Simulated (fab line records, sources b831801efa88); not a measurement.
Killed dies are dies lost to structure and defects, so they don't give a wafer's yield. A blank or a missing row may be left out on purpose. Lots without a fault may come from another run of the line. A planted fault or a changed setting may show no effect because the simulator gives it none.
fab line records | flow sky130
record lots=11 wafers=33 last_day=50
route steps=708 shown LDD_P@266 LDD_HVP@287 SD_P@328 PAD_OPEN@708
lots that met no fault: from a run of the same line without faults
start_h: hours from the record's first day to the start of the lot's first wafer shown | wait_h: hours since the lot's step before | " the same as in the row above | L1.1+2: a row that stands for several wafers | - no value, or no start given | * or withheld: withheld | < > ~ a bound
route shown NAME@n: a module of which the file shows steps, and the number in the route of the first | usual: mean/standard deviation of fault-free wafers | same: alike in all rows | chamber/n: place in a boat | sites: the reading at each site | _std_site: their standard deviation | _edge_site: outer sites' mean less inner sites' | radius_mm: how far each site lies from the wafer's centre | mask NAME#n: copy n | behind: the tool/chamber that last shaped the wafer | hold: why the lot was held/for how many hours/how that ended | device: the transistor (n, p or np) that didn't switch | end of line: the same wafers' tests at the end of the route | a step without rows: its recipe alone | killed: dies lost to structure and defects at the first sort, not the wafer's yield | map: a wafer's dies, x killed, . not, _ none there
set.NAME: the setting as run; set.NAME@STEP: as run at that earlier step | model.NAME: the simulator's own value behind a step, which no gauge read
steps of the route over a sample of lots; a table a step, a row a wafer
services: from which hour (start_h, from the record's first day; less than 0 if before it) a tool's chamber was out of use, for how many hours, and why
## steps
# step SKY_LDD_P_TW_MEAS_11
# usual LDD_P_TW=640/3.4
# columns lot.wafer tool chamber start_h wait_h LDD_P_TW
L857.4 film_metro-04 - 432.93 0.1 641
L857.5 " - " " 643
L857.6 " - " " 642
L858.4 film_metro-01 - 442.35 0.1 641
L858.5 " - " " 648
L858.6 " - " " 643
L859.1 film_metro-01 - 461.84 0.1 643
L859.4 " - " " 641
L859.6 " - " " 640
L861.3 film_metro-02 - 477.86 0.1 641
L861.4 " - " " 643
L861.6 " - " " 644
L862.1 film_metro-04 - 485.65 0.1 630
L862.2 " - " " 633
L862.3 " - " " 635
L864.3 film_metro-04 - 495.23 0.1 636
L864.4 " - " " 635
L864.6 " - " " 634
L866.1 film_metro-02 - 523.71 0.1 639
L866.4 " - " " 639
L866.6 " - " " 642
L875.1 film_metro-04 - 601.19 0.1 640
L875.5 " - " " 641
L875.6 " - " " 643
L877.1 film_metro-02 - 610.11 0.1 642
L877.2 " - " " 643
L877.5 " - " " 642
L878.1 film_metro-01 - 628.44 0.1 640
L878.3 " - " " 643
L878.6 " - " " 640
L880.1 film_metro-01 - 642.95 0.1 646
L880.2 " - " " 644
L880.4 " - " " 644
# step SKY_LDD_HVP_STRIP_09
# recipe chemistry=O2/N2 power_w=1400 pressure_mtorr=1500 platen_temp_c=withheld o2_flow_sccm=3000 n2_flow_sccm=300 overash_fraction=0.5
# usual drypump_motor_current_A=5.77/0.27 oes_product_au=0.408/0.0046 strip_time_to_endpoint_s=4.132/0.016
# columns lot.wafer tool chamber start_h wait_h drypump_motor_current_A oes_product_au rf_hours_counter_h strip_time_to_endpoint_s
L857.4 plasma_asher-03 0 495.40 0.1 6.13 0.396 - 4.127
L857.5 " 0 " " 6.12 0.400 - 4.140
L857.6 " 1 " " 5.44 0.408 - 4.143
L858.4 plasma_asher-04 0 504.50 0.1 5.55 0.413 - 4.138
L858.5 " 0 " " 5.55 0.407 - 4.133
L858.6 " 1 " " 6.12 0.408 - 4.127
L859.1 plasma_asher-04 1 524.14 0.1 6.10 0.407 41 4.125
L859.4 " 0 " " 5.58 0.415 - 4.109
L859.6 " 0 " " 5.59 0.404 - 4.153
L861.3 plasma_asher-01 1 539.37 0.1 5.83 0.413 - 4.119
L861.4 " 0 " " 5.61 0.401 - 4.137
L861.6 " 1 " " 5.87 0.414 - 4.114
L862.1 plasma_asher-01 0 547.69 0.1 5.60 0.405 71 4.137
L862.2 " 1 " " 5.82 0.405 71 4.126
L862.3 " 0 " " 5.60 0.404 - 4.144
L864.3 plasma_asher-03 1 555.45 0.1 5.42 0.404 - 4.156
L864.4 " 0 " " 6.13 0.407 - 4.127
L864.6 " 0 " " 6.12 0.405 - 4.124
L866.1 plasma_asher-03 1 583.39 0.1 5.42 0.417 14 4.170
L866.4 " 1 " " 5.43 0.409 - 4.176
L866.6 " 0 " " 6.11 0.405 - 4.150
L875.1 plasma_asher-03 1 658.57 0.1 5.44 0.408 22 4.124
L875.5 " 1 " " 5.42 0.405 - 4.127
L875.6 " 0 " " 6.12 0.397 - 4.116
L877.1 plasma_asher-03 0 667.19 0.1 6.10 0.405 23 4.144
L877.2 " 1 " " 5.42 0.410 23 4.159
L877.5 " 0 " " 6.12 0.410 - 4.135
L878.1 plasma_asher-03 0 686.07 0.1 6.13 0.403 25 4.117
L878.3 " 1 " " 5.43 0.409 - 4.115
L878.6 " 0 " " 6.12 0.409 - 4.122
L880.1 plasma_asher-03 1 701.27 0.1 5.44 0.410 27 4.128
L880.2 " 0 " " 6.12 0.412 27 4.109
L880.4 " 0 " " 6.10 0.409 - 4.121
# step SKY_SD_P_OVL_MEAS_08
# usual SD_P_OVL=0.1/1.3
# columns lot.wafer tool chamber start_h wait_h SD_P_OVL[nm]
L857.4 overlay-01 - 587.38 0.1 -1.6
L857.5 " - " " -2.4
L857.6 " - " " -0.5
L858.4 overlay-02 - 597.37 0.1 -0.6
L858.5 " - " " 1.4
L858.6 " - " " -1.7
L859.1 overlay-01 - 616.41 0.1 -1.6
L859.4 " - " " 0.0
L859.6 " - " " -1.5
L861.3 overlay-02 - 629.56 0.1 -0.4
L861.4 " - " " 0.9
L861.6 " - " " 0.7
L862.1 overlay-01 - 637.91 0.1 -1.8
L862.2 " - " " -2.9
L862.3 " - " " -0.3
L864.3 overlay-02 - 646.92 0.1 0.5
L864.4 " - " " 0.5
L864.6 " - " " 1.6
L866.1 overlay-01 - 674.02 0.1 -0.2
L866.4 " - " " 0.0
L866.6 " - " " 0.6
L875.1 overlay-01 - 744.91 0.1 0.6
L875.5 " - " " 1.7
L875.6 " - " " 1.6
L877.1 overlay-01 - 753.06 0.1 -2.0
L877.2 " - " " -0.2
L877.5 " - " " -1.4
L878.1 overlay-02 - 771.87 0.1 2.2
L878.3 " - " " 3.3
L878.6 " - " " 1.5
L880.1 overlay-02 - 786.86 0.1 2.3
L880.2 " - " " 2.3
L880.4 " - " " 2.4
# step SKY_SD_P_IMPLANT_09
# recipe species=BF2 energy_kev=20 dose_cm2=3e+15 tilt_deg=0
# usual beam_energy_keV=19.999/0.0062
# columns lot.wafer tool chamber start_h wait_h beam_energy_keV
L857.4 implanter-04 0 587.47 0.1 20.008
L857.5 " 0 " " 20.001
L857.6 " 0 " " 19.997
L858.4 implanter-04 0 597.46 0.1 19.994
L858.5 " 0 " " 20.012
L858.6 " 0 " " 20.006
L859.1 implanter-03 0 616.45 0.0 19.999
L859.4 " 0 " " 19.991
L859.6 " 0 " " 19.999
L861.3 implanter-04 0 629.64 0.1 19.989
L861.4 " 0 " " 19.997
L861.6 " 0 " " 19.993
L862.1 implanter-02 0 637.95 0.0 20.009
L862.2 " 0 " " 20.003
L862.3 " 0 " " 19.999
L864.3 implanter-04 0 647.00 0.1 20.011
L864.4 " 0 " " 20.003
L864.6 " 0 " " 19.999
L866.1 implanter-04 0 674.06 0.0 20.005
L866.4 " 0 " " 19.996
L866.6 " 0 " " 20.000
L875.1 implanter-04 0 744.95 0.0 12.462
L875.5 " 0 " " 12.460
L875.6 " 0 " " 12.469
L877.1 implanter-04 0 753.10 0.0 12.465
L877.2 " 0 " " 12.476
L877.5 " 0 " " 12.463
L878.1 implanter-03 0 771.91 0.0 19.996
L878.3 " 0 " " 19.994
L878.6 " 0 " " 19.998
L880.1 implanter-03 0 786.90 0.0 19.998
L880.2 " 0 " " 20.000
L880.4 " 0 " " 20.005
# step SKY_SD_P_STRIP_10
# recipe chemistry=O2/N2 power_w=1400 pressure_mtorr=1500 platen_temp_c=withheld o2_flow_sccm=3000 n2_flow_sccm=300 overash_fraction=0.5
# usual drypump_motor_current_A=5.87/0.29 oes_product_au=0.617/0.0041 strip_time_to_endpoint_s=17.48/0.042
# columns lot.wafer tool chamber start_h wait_h drypump_motor_current_A oes_product_au rf_hours_counter_h strip_time_to_endpoint_s
L857.4 plasma_asher-03 0 587.58 0.1 6.12 0.622 - 17.55
L857.5 " 0 " " 6.12 0.621 - 17.52
L857.6 " 1 " " 5.43 0.612 - 17.47
L858.4 plasma_asher-03 1 597.57 0.1 5.43 0.615 - 17.47
L858.5 " 0 " " 6.12 0.616 - 17.47
L858.6 " 1 " " 5.44 0.616 - 17.51
L859.1 plasma_asher-01 0 616.60 0.1 5.59 0.620 77 17.50
L859.4 " 0 " " 5.59 0.625 - 17.50
L859.6 " 0 " " 5.57 0.614 - 17.48
L861.3 plasma_asher-02 0 629.77 0.1 5.85 0.614 - 17.53
L861.4 " 1 " " 6.29 0.621 - 17.55
L861.6 " 1 " " 6.26 0.613 - 17.51
L862.1 plasma_asher-02 1 638.10 0.1 6.27 0.624 97 17.55
L862.2 " 0 " " 5.86 0.618 97 17.53
L862.3 " 1 " " 6.26 0.613 - 17.48
L864.3 plasma_asher-03 0 647.13 0.1 6.12 0.619 - 17.53
L864.4 " 1 " " 5.44 0.623 - 17.45
L864.6 " 1 " " 5.44 0.614 - 17.48
L866.1 plasma_asher-01 1 674.21 0.1 5.86 0.615 83 17.51
L866.4 " 1 " " 5.85 0.615 - 17.45
L866.6 " 0 " " 5.61 0.614 - 17.47
L875.1 plasma_asher-02 0 745.10 0.1 5.90 0.646 0 16.30
L875.5 " 0 " " 5.90 0.647 - 16.31
L875.6 " 1 " " 6.29 0.645 - 16.32
L877.1 plasma_asher-02 0 753.25 0.1 5.88 0.647 1 16.37
L877.2 " 1 " " 6.25 0.651 1 16.35
L877.5 " 0 " " 5.86 0.644 - 16.37
L878.1 plasma_asher-03 0 772.06 0.1 6.12 0.617 34 17.50
L878.3 " 1 " " 5.43 0.618 - 17.47
L878.6 " 0 " " 6.11 0.615 - 17.51
L880.1 plasma_asher-02 1 787.05 0.1 6.25 0.609 4 17.47
L880.2 " 0 " " 5.82 0.619 4 17.46
L880.4 " 0 " " 5.84 0.620 - 17.51
# step SKY_SD_P_TW_MEAS_11
# usual SD_P_TW=2839/22
# columns lot.wafer tool chamber start_h wait_h SD_P_TW
L857.4 film_metro-04 - 587.68 0.1 2830
L857.5 " - " " 2822
L857.6 " - " " 2824
L858.4 film_metro-03 - 597.67 0.1 2863
L858.5 " - " " 2842
L858.6 " - " " 2845
L859.1 film_metro-02 - 616.70 0.1 2833
L859.4 " - " " 2850
L859.6 " - " " 2858
L861.3 film_metro-03 - 629.86 0.1 2857
L861.4 " - " " 2856
L861.6 " - " " 2877
L862.1 film_metro-03 - 638.20 0.1 2859
L862.2 " - " " 2871
L862.3 " - " " 2863
L864.3 film_metro-04 - 647.22 0.1 2833
L864.4 " - " " 2819
L864.6 " - " " 2831
L866.1 film_metro-04 - 674.31 0.1 2828
L866.4 " - " " 2842
L866.6 " - " " 2833
L875.1 film_metro-03 - 745.20 0.1 2490
L875.5 " - " " 2491
L875.6 " - " " 2485
L877.1 film_metro-02 - 753.35 0.1 2537
L877.2 " - " " 2535
L877.5 " - " " 2528
L878.1 film_metro-04 - 772.16 0.1 2803
L878.3 " - " " 2803
L878.6 " - " " 2814
L880.1 film_metro-03 - 787.15 0.1 2816
L880.2 " - " " 2788
L880.4 " - " " 2819
# step SKY_SD_N_RS_MEAS_17
# recipe thk_meas_gauge=four-point-probe
# usual SD_P_RS=147.0/0.46
# columns lot.wafer tool chamber start_h wait_h SD_P_RS[ohm/sq]
L857.4 film_metro-02 - 646.87 0.1 146.9
L857.5 " - " " 147.2
L857.6 " - " " 147.2
L858.4 film_metro-04 - 657.10 0.1 146.2
L858.5 " - " " 145.7
L858.6 " - " " 146.0
L859.1 film_metro-02 - 675.50 0.1 147.7
L859.4 " - " " 147.1
L859.6 " - " " 147.5
L861.3 film_metro-02 - 688.23 0.1 147.6
L861.4 " - " " 147.3
L861.6 " - " " 147.1
L862.1 film_metro-03 - 694.99 0.1 147.1
L862.2 " - " " 146.7
L862.3 " - " " 147.1
L864.3 film_metro-02 - 705.53 0.1 147.5
L864.4 " - " " 147.8
L864.6 " - " " 147.4
L866.1 film_metro-04 - 729.90 0.1 146.6
L866.4 " - " " 146.3
L866.6 " - " " 146.8
L875.1 film_metro-02 - 799.60 0.1 177.8
L875.5 " - " " 177.9
L875.6 " - " " 177.9
L877.1 film_metro-02 - 807.00 0.1 177.1
L877.2 " - " " 177.8
L877.5 " - " " 177.4
L878.1 film_metro-03 - 826.69 0.1 147.1
L878.3 " - " " 147.1
L878.6 " - " " 147.2
L880.1 film_metro-04 - 842.14 0.1 147.1
L880.2 " - " " 146.7
L880.4 " - " " 146.5
# step SKY_PAD_OPEN_PROBE_99
# usual killed_at_M0_to_M3=43/6.4 killed_at_M4_up=3.1/2 killed_at_contacts=24/5.2 killed_at_front_end=15/4.3 killed_at_other=0.2/0.48 killed_dies=85/9.7 killed_open=47/6.9 killed_short=38/6.7
# same gross_dies=492 killed_at_back_side=0
# columns lot.wafer tool chamber start_h wait_h killed_at_M0_to_M3 killed_at_M4_up killed_at_contacts killed_at_front_end killed_at_other killed_dies killed_open killed_short
L875.1 prober-02 - 1187.96 0.1 38 1 23 10 0 72 38 34
L875.5 prober-02 - 1188.16 0.2 53 1 24 15 1 94 47 47
L875.6 prober-02 - 1188.21 0.2 36 4 27 13 0 80 52 28
L877.1 prober-02 - 1192.05 0.1 35 6 13 13 0 67 40 27
L877.2 prober-02 - 1192.10 0.1 54 1 23 9 0 87 55 32
L877.5 prober-02 - 1192.25 0.2 35 2 20 15 0 72 39 33
# killed by level:class
L875.1 VIA1:geometric_particle:open=10 VIA3:geometric_particle:open=8 CONTACT:geometric_particle:open=7 FIELD_ISO:geometric_particle:short=5 METAL1:geometric_particle:short=5 LI_CONTACT:geometric_particle:open=5 METAL2:geometric_particle:short=4 LOCAL_INTERCONNECT:geometric_particle:short=4
L875.5 VIA1:geometric_particle:open=13 METAL2:geometric_particle:short=13 LOCAL_INTERCONNECT:geometric_particle:short=9 VIA2:geometric_particle:open=7 FIELD_ISO:geometric_particle:short=5 CONTACT:geometric_particle:open=5 CONTACT:geometric_particle:short=4 VIA3:geometric_particle:open=4
L875.6 CONTACT:geometric_particle:open=11 VIA1:geometric_particle:open=10 LI_CONTACT:geometric_particle:open=7 VIA2:geometric_particle:open=7 VIA3:geometric_particle:short=5 POLY_GATE:geometric_particle:open=4 FIELD_ISO:geometric_particle:short=3 FIELD_ISO:geometric_particle:open=3
L877.1 VIA1:geometric_particle:open=10 FIELD_ISO:geometric_particle:open=5 LI_CONTACT:geometric_particle:open=5 CONTACT:geometric_particle:open=4 VIA1:geometric_particle:short=4 METAL2:geometric_particle:short=4 VIA3:geometric_particle:open=4 METAL3:geometric_particle:short=3
L877.2 VIA1:geometric_particle:open=10 VIA2:geometric_particle:open=10 VIA3:geometric_particle:open=8 METAL1:geometric_particle:short=6 METAL2:geometric_particle:short=6 LI_CONTACT:geometric_particle:open=5 CONTACT:geometric_particle:open=5 CONTACT:geometric_particle:short=5
L877.5 CONTACT:geometric_particle:open=9 FIELD_ISO:geometric_particle:open=6 VIA3:geometric_particle:open=5 POLY_GATE:geometric_particle:open=5 VIA2:geometric_particle:open=5 VIA2:geometric_particle:short=5 LOCAL_INTERCONNECT:geometric_particle:short=4 METAL1:geometric_particle:short=4
## services
# columns tool chamber start_h hours kind
implanter-03 - 477.48 2.5 repair
implanter-04 - 494.96 3.2 repair
plasma_asher-03 - 509.29 15.6 pm
implanter-03 - 528.31 8.9 repair
plasma_asher-01 - 562.90 8.4 repair
plasma_asher-04 - 585.32 3.2 repair
implanter-02 - 588.89 1.6 repair
plasma_asher-01 - 614.51 1.1 repair
plasma_asher-04 - 651.72 14.6 pm
plasma_asher-01 - 679.84 7.2 repair
implanter-03 - 690.73 2.4 repair
implanter-02 - 692.66 0.6 repair
implanter-03 - 700.16 2.0 repair
implanter-04 - 719.30 4.2 pm
plasma_asher-04 - 727.28 3.2 repair
plasma_asher-02 - 730.24 5.4 repair
plasma_asher-02 - 735.64 9.0 pm
plasma_asher-04 - 737.59 2.2 repair
implanter-03 - 739.18 3.3 repair
implanter-03 - 739.68 1.6 repair
plasma_asher-04 - 767.10 2.8 pm
plasma_asher-03 - 770.87 0.3 repair
implanter-03 - 784.16 0.7 repair
plasma_asher-03 - 786.91 4.0 pm
## key
first_sign step=SKY_SD_P_IMPLANT_09 reading=beam_energy_keV direction=down sigmas=99+ usual=* struck=*
effect step=SKY_SD_P_STRIP_10 reading=strip_time_to_endpoint_s direction=down sigmas=27 usual=* struck=*
effect step=SKY_SD_P_TW_MEAS_11 reading=SD_P_TW direction=down sigmas=15 usual=2839 struck=2511
effect step=SKY_SD_N_RS_MEAS_17 reading=SD_P_RS direction=up sigmas=67 usual=147.0 struck=177.6
met_at SKY_SD_P_IMPLANT_09
struck_lots L875,L877
tester_left_out L875,L877
not_acting_at SKY_LDD_P_TW_MEAS_11,SKY_LDD_HVP_STRIP_09,SKY_SD_P_OVL_MEAS_08
onset_between 674.06 744.95
fault kind=process_parameter_drift tool=implanter-04 chamber=- onset_h=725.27 steps=SKY_SD_P_IMPLANT_09 channel=energy_kev offset=* shape=step end_h=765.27 acts_in=* stated=*
# tester_left_out: of these lots the tester's yield and bins aren't shown, on N5 and GAA mostly nor the transistor test; their killed dies are dies lost to structure and defects alone, not to doping, threshold or leakage, so they don't give the yield
